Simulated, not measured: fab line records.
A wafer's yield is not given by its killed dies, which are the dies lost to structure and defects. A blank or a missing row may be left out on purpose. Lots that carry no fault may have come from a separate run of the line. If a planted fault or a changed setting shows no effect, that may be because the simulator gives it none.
A struck lot beside a sound one -- flow sky130 -- 15 steps out of a route of 708
Sound: wafers L858.1, L858.4, L858.5. Wafers L868.2, L868.5, L868.6 were the ones struck. Last of all comes the cause.
Order at every step that has rows: each side's tool, ch and its chambers, its first start. Under that, the readings that differ: sound wafers -- struck wafers -- difference of the means -- sigmas: that difference in standard deviations of wafers without a fault.
alike: readings whose means differ by less than 2 such deviations, and words and numbers that are the same on both sides. not compared: withheld readings, readings that some wafer has no value for, bounds like >300 that may hide the same value, and numbers for which the record gives no deviation and whose values overlap.
The two part at a step that has a row with sigmas, a row that says differs or no value, or rows on one side only. Non-overlapping numbers with no deviation appear without sigmas and do not part them. A reading missing from all wafers of one side parts the sides only when that side holds two or more wafers.

SKY_FIELD_ISO_BOW_MEAS_00:
  sound on film metro-01 at day 1 15:00; struck on film metro-03 at day 3 17:01
  alike: INCOMING_BOW
then, 1 step without rows for these wafers: SKY_FIELD_ISO_OXIDATION_01 (stabilise 600 s, purge 300 s, target thk 12 nm).
SKY_FIELD_ISO_THK_MEAS_02:
  sound on film metro-04 at day 1 18:22; struck on film metro-01 at day 3 19:18
  alike: FIELD_ISO_OXIDATION_00_THK
then, 1 step without rows for these wafers: SKY_FIELD_ISO_CVD_03 (deposits Si3N4 from DCS/NH3, target thk 165 nm, time 2830 s).
SKY_FIELD_ISO_THK_MEAS_04:
  sound on film metro-01 at day 1 20:13; struck on film metro-03 at day 4 00:50
  alike: FIELD_ISO_CVD_03_THK
then, 7 steps without rows for these wafers: SKY_FIELD_ISO_DEHYDRATE_05 (time 60 s); SKY_FIELD_ISO_HMDS_06 (prime time 60 s); SKY_FIELD_ISO_COAT_07 (resist thk 60 nm); SKY_FIELD_ISO_COAT_08 (resist thk 450 nm); SKY_FIELD_ISO_SOFTBAKE_09 (time 90 s); SKY_FIELD_ISO_EXPOSE_10 (exposes mask FOM, target cd 150 nm); SKY_FIELD_ISO_PEB_11.
SKY_FIELD_ISO_DEVELOP_12: develop time 60 s.
  sound on litho track-01 ch 0, day 2 10:00; struck on litho track-01 ch 0, day 4 17:00
reading,sound,struck,difference,sigmas
developer temp C (C),20.92 20.79 21.04,20.09 20.17 20.04,-0.82,-7
SKY_FIELD_ISO_CD_MEAS_13 targets a cd of 150 nm.
  sound on cd sem-02 at day 2 10:50; struck on cd sem-01 at day 4 17:19
  alike: cd nm
-- here the record skips 44 days between the struck wafers' starts before and after, leaving off in module FIELD_ISO and picking up in module PAD_OPEN (first step shown: number 708 of the route) --
SKY_PAD_OPEN_PROBE_99:
  sound on prober-02 at day 45 23:22; struck on prober-02 at day 48 13:53
reading,sound,struck,difference,sigmas
killed_at_M4_up,5 9 9,2 2 1,-6,-3
  alike: killed_at_M0_to_M3, killed at contacts, killed at front end, killed at other, killed dies, killed on rim, killed open, killed short

== WHERE THEY PART ==
Earliest at SKY_FIELD_ISO_DEVELOP_12; latest, in this record, at SKY_PAD_OPEN_PROBE_99.

WHY: whatever the simulator had introduced
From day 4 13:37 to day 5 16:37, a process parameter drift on litho track-01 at SKY_FIELD_ISO_DEVELOP_12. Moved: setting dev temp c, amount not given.
